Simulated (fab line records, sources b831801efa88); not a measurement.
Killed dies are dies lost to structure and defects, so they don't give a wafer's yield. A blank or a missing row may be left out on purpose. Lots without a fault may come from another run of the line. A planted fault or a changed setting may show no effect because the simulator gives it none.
One fault seen from 2 desks | flow sky130 | each desk has only its own numbers; what lay behind them comes last

THE METROLOGY DESK
What the gauges read, lot by lot, whatever tool the lot ran on: means of the sampled wafers that have a number. A lot is out of limits, marked OUT, if its mean lies more than 4 standard deviations from the usual mean; the brackets give that distance.
Columns: A = LI_CONTACT_W_RS at SKY_LI_CONTACT_RS_MEAS_22, usual 0.2861 ohm/sq
lot  | first seen here | A
L649 | day 31 00:29    | 0.2865
L648 | day 31 06:47    | 0.2905
L650 | day 31 13:22    | 0.2833
L651 | day 32 01:47    | 0.2883
L653 | day 32 08:32    | 0.2864
L654 | day 32 16:40    | 0.2914
L655 | day 33 01:38    | 0.2819
L661 | day 34 22:52    | 0.2857
L662 | day 35 02:55    | 0.2851
L663 | day 35 10:38    | 0.2832
L665 | day 35 20:44    | 0.2876
L666 | day 36 05:25    | 0.2832
This desk's finding: nothing out of limits on any of the 12 lots.

THE TOOL OWNER'S DESK: litho_track-01
The tool's own readings at SKY_RES_XHIGH_COAT_02 (resist thk 1140 nm): means of the sampled wafers that have a number, for each lot that ran on this tool. A lot is out of limits, marked OUT, if its mean lies more than 4 standard deviations from the usual mean; the brackets give that distance.
Columns: A = chill_plate_temp_C at SKY_RES_XHIGH_COAT_02, usual 23.02 C
lot  | first seen here | A
L648 | day 28 05:15    | 23.02
L650 | day 28 12:45    | 22.90
L653 | day 29 10:05    | 23.21
L654 | day 29 17:35    | 23.03
L665 | day 33 00:46    | 23.02
This desk's finding: nothing out of limits on any of the 5 lots.

PUT TOGETHER
The metrology desk saw nothing out of limits.
The tool owner's desk saw nothing out of limits.

WHAT THE SIMULATOR HAD PUT IN
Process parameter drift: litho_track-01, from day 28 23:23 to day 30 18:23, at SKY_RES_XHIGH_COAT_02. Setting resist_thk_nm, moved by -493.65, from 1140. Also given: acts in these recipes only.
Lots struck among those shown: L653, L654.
